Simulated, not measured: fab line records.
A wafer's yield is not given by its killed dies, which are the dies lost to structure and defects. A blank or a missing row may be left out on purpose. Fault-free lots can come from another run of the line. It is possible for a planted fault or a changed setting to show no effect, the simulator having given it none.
Matching of chambers :: flow gf180mcu :: cmp-01 running GF_CONTACT_CMP_27: 4 sister chambers
The step polishes, stops on SiO2, t overpolish 15 s, target thk 0 nm. 14 wafers are shown with their chamber, then 7 later ones without.

== WAFERS PAIRED WITH THEIR CHAMBERS ==
wafer: L586.1
chamber: 2
motor-current-A (A): 10.0
overpolish-run-s (s): 15.004
slurry-flow-ml-min: 150.5

wafer: L586.4
chamber: 0
motor-current-A (A): 10.8
overpolish-run-s (s): 14.997
slurry-flow-ml-min: 150.8

wafer: L586.6
chamber: 2
motor-current-A (A): 10.1
overpolish-run-s (s): 15.012
slurry-flow-ml-min: 150.2

wafer: L596.3
chamber: 0
motor-current-A (A): 10.4
overpolish-run-s (s): 14.997
slurry-flow-ml-min: 150.1

wafer: L596.4
chamber: 1
motor-current-A (A): 11.0
overpolish-run-s (s): 15.003
slurry-flow-ml-min: 150.5

wafer: L596.5
chamber: 3
motor-current-A (A): 9.6
overpolish-run-s (s): 14.987
slurry-flow-ml-min: 150.2

wafer: L598.1
chamber: 3
motor-current-A (A): 9.8
overpolish-run-s (s): 14.991
slurry-flow-ml-min: 150.0

wafer: L598.2
chamber: 2
motor-current-A (A): 9.9
overpolish-run-s (s): 15.004
slurry-flow-ml-min: 150.2

wafer: L598.4
chamber: 1
motor-current-A (A): 11.5
overpolish-run-s (s): 14.994
slurry-flow-ml-min: 149.8

wafer: L601.2
chamber: 1
motor-current-A (A): 10.8
overpolish-run-s (s): 15.012
slurry-flow-ml-min: 150.3

wafer: L601.3
chamber: 2
motor-current-A (A): 10.4
overpolish-run-s (s): 15.024
slurry-flow-ml-min: 150.9

wafer: L601.5
chamber: 3
motor-current-A (A): 9.8
overpolish-run-s (s): 15.008
slurry-flow-ml-min: 150.3

wafer: L602.1
chamber: 3
motor-current-A (A): 9.8
overpolish-run-s (s): 15.001
slurry-flow-ml-min: 149.9

wafer: L602.2
chamber: 1
motor-current-A (A): 11.2
overpolish-run-s (s): 15.006
slurry-flow-ml-min: 149.5

SIGNATURES, as means of the wafers listed above
reading: motor-current-A
chamber 0: 10.600
chamber 1: 11.125
chamber 2: 10.100
chamber 3: 9.750
scatter within a chamber: 0.227

reading: overpolish-run-s
chamber 0: 14.99700
chamber 1: 15.00375
chamber 2: 15.01100
chamber 3: 14.99675
scatter within a chamber: 0.00842

reading: slurry-flow-ml-min
chamber 0: 150.450
chamber 1: 150.025
chamber 2: 150.450
chamber 3: 150.100
scatter within a chamber: 0.361
Rule: a wafer lies at a distance from a chamber equal to the root of the sum of squares, over the readings, of (its reading less the chamber's mean, divided by the reading's scatter). The wafer belongs to the nearest chamber; if the next one is less than 2 further off, it can't be placed. How the scatter is found: for the shown wafers, subtract from each reading the mean of its chamber, square and add these, divide the total by (wafers less chambers), then take the root.

== WAFERS WHOSE CHAMBER IS MISSING ==
wafer: L602.4
motor-current-A (A): 10.4
overpolish-run-s (s): 15.001
slurry-flow-ml-min: 150.7

wafer: L604.2
motor-current-A (A): 10.1
overpolish-run-s (s): 15.009
slurry-flow-ml-min: 149.7

wafer: L604.3
motor-current-A (A): 11.0
overpolish-run-s (s): 14.998
slurry-flow-ml-min: 149.4

wafer: L604.6
motor-current-A (A): 10.4
overpolish-run-s (s): 14.999
slurry-flow-ml-min: 150.4

wafer: L605.1
motor-current-A (A): 10.8
overpolish-run-s (s): 15.011
slurry-flow-ml-min: 149.6

wafer: L605.2
motor-current-A (A): 10.7
overpolish-run-s (s): 15.000
slurry-flow-ml-min: 149.9

wafer: L605.5
motor-current-A (A): 11.3
overpolish-run-s (s): 14.990
slurry-flow-ml-min: 149.5

== WHICH CHAMBER EACH WENT THROUGH ==
wafer: L602.4
from the rows above: can't be placed: 0 or 2
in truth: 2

wafer: L604.2
from the rows above: can't be placed: 2 or 3 or 0
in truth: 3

wafer: L604.3
from the rows above: can't be placed: 1 or 0
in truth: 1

wafer: L604.6
from the rows above: can't be placed: 0 or 2
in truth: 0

wafer: L605.1
from the rows above: can't be placed: 1 or 0 or 2
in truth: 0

wafer: L605.2
from the rows above: can't be placed: 0 or 1 or 2
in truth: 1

wafer: L605.5
from the rows above: can't be placed: 1 or 0
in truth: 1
Placed correctly: 0 of 7. Unplaceable from these rows: 7, with the true chamber sitting among the candidates in 7. Placed wrongly: 0.
